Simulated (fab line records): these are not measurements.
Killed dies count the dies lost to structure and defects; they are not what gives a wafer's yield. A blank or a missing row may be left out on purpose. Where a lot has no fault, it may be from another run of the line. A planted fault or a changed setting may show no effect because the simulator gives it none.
Which of the tools did it?    flow gf180mcu    36 wafers from 12 lots sampled at 2 of the route's 602 steps

== WHAT THE GAUGES READ, wafer by wafer ==
GF_M2_OVL_MEAS_15.
lot   measured      on          M2_OVL (nm)
L075  day 19 13:14  overlay-01  -2 -4 9
L077  day 20 04:58  overlay-02  -2 0 2
L079  day 21 00:33  overlay-01  18 20 6
L081  day 21 22:22  overlay-01  8 8 5
L083  day 22 13:32  overlay-01  4 14 12
L085  day 23 05:01  overlay-01  7 5 -4
L087  day 23 22:40  overlay-01  6 4 9
L089  day 25 04:11  overlay-02  4 1 1
L091  day 25 21:06  overlay-01  9 9 4
L093  day 26 11:23  overlay-01  1 1 0
L095  day 26 19:54  overlay-01  0 2 2
L097  day 27 10:25  overlay-01  3 1 3

== WHICH TOOL RAN EACH LOT (tool, then ch and the chambers of the sampled wafers, then the start) ==
lot   GF_POLY_GATE_STRIP_14
L075  plasma-asher-02 ch 0,1, day 9 13:26
L077  plasma-asher-02 ch 0,1, day 10 02:31
L079  plasma-asher-01 ch 0,1, day 10 17:04
L081  plasma-asher-04 ch 0,1, day 11 08:28
L083  plasma-asher-04 ch 0,1, day 11 22:59
L085  plasma-asher-01 ch 0,1, day 12 10:30
L087  plasma-asher-04 ch 0,1, day 13 01:03
L089  plasma-asher-02 ch 0,1, day 13 22:35
L091  plasma-asher-02 ch 0,1, day 14 13:37
L093  plasma-asher-02 ch 0, day 15 09:49
L095  plasma-asher-01 ch 0,1, day 15 19:06
L097  plasma-asher-01 ch 0,1, day 16 08:49
- GF_POLY_GATE_STRIP_14: strips in O2/N2.

== THE ANSWER, worked out from the rows above alone ==
Rule: the usual values come from the lots themselves. The widest of any qualifying gaps counts: lots, ordered by their means at a reading, are off when they make up no more than a third of the lots, leave a main group of 4 or more, and stand apart from it by 3 or more times the standard deviation of that group's means. The tables above print the reading to a certain number of digits; a main group whose means all agree to those digits is not used. A lot without any number at a reading at which 4 lots or more have one is off too. All remaining lots with rows at the step are treated as sound.
Across all readings shown, no lot is off: no conclusion can be drawn from this.

== WHAT HAD BEEN PUT IN BY THE SIMULATOR ==
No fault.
